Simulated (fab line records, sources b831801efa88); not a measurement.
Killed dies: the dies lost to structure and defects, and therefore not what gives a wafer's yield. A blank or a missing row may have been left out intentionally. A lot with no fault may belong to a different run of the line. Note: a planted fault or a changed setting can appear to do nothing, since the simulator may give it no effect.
One fault seen from 2 desks + flow sfqLine + numbers are kept per desk, each desk with only its own; the story behind them comes last

== FOR THE TOOL OWNER'S DESK: rieDiel-02 ==
The tool's own readings at SFQ_TRILAYER_C5_BARC_OPEN_VIA_ETCH_210 (etches BARC in O2, target depth 125 nm, time 41.7 s): means of the sampled wafers that have a number, for each lot that ran on this tool. Marked OUT: a lot whose mean sits more than 4 standard deviations from the usual mean, which makes it out of limits; the brackets give that distance.
Columns: A = drypumpMotorCurrentA at SFQ_TRILAYER_C5_BARC_OPEN_VIA_ETCH_210, usual 5.8 A; B = oesProductAu at SFQ_TRILAYER_C5_BARC_OPEN_VIA_ETCH_210, usual 0.685 a.u.; C = rfFwdPowerW at SFQ_TRILAYER_C5_BARC_OPEN_VIA_ETCH_210, usual 494.9 W
| lot  | first seen here | A   | B     | C                       |
|------|-----------------|-----|-------|-------------------------|
| L902 | day 65 08:49    | 5.9 | 0.683 | 494.4                   |
| L905 | day 66 22:01    | 5.7 | 0.685 | 496.7                   |
| L914 | day 69 12:01    | 5.7 | 0.686 | 295.9 (-99 or more) OUT |
| L917 | day 70 07:22    | 5.6 | 0.684 | 296.9 (-99 or more) OUT |
This desk's finding: out of limits on L914, L917; first on L914, day 69 12:01 (rfFwdPowerW at SFQ_TRILAYER_C5_BARC_OPEN_VIA_ETCH_210). Within limits: L902, L905.

== AT THE METROLOGY DESK ==
Lot by lot, what the gauges showed, no matter which tool ran the lot: averages of those sampled wafers that carry a number. Marked OUT: a lot whose mean sits more than 4 standard deviations from the usual mean, which makes it out of limits; the brackets give that distance.
Columns: A = I5_OVL at SFQ_I5_OVL_MEAS_936, usual 0 nm; B = I6_BOW at SFQ_I6_BOW_MEAS_941, usual 10 um
| lot  | first seen here | A  | B  |
|------|-----------------|----|----|
| L896 | day 59 06:41    | -4 | 2  |
| L897 | day 59 10:17    | 3  | 20 |
| L898 | day 59 15:05    | 2  | 21 |
| L899 | day 59 19:53    | 4  | 3  |
| L901 | day 60 14:10    | 2  | 14 |
| L902 | day 60 17:46    | -5 | 12 |
| L903 | day 60 18:58    | -0 | 34 |
| L904 | day 60 20:10    | 1  | 24 |
| L905 | day 62 10:50    | -9 | 2  |
| L907 | day 62 14:32    | -2 | 9  |
| L908 | day 64 04:56    | 4  | 0  |
| L909 | day 64 07:20    | 4  | 10 |
| L914 | day 64 20:32    | 2  | -0 |
| L917 | day 66 01:11    | 9  | 9  |
This desk found nothing out of limits on any of the 14 lots.

== ALL TOGETHER ==
The tool owner's desk could have raised an alarm at day 69 12:01, on L914, L917.
From the metrology desk's view, nothing was out of limits.
The metrology desk has L914, L917 on record, within its limits.
All the named lots went through SFQ_TRILAYER_C5_BARC_OPEN_VIA_ETCH_210 on rieDiel-02.

== WHAT THE SIMULATOR HAD PUT IN ==
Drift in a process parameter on rieDiel-02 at SFQ_TRILAYER_C5_BARC_OPEN_VIA_ETCH_210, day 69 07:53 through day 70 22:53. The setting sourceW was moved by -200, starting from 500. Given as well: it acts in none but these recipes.
Struck lots among those shown: L914, L917.
Each desk's first reading out of limits, in hours after the fault started: the tool owner's desk, 4.
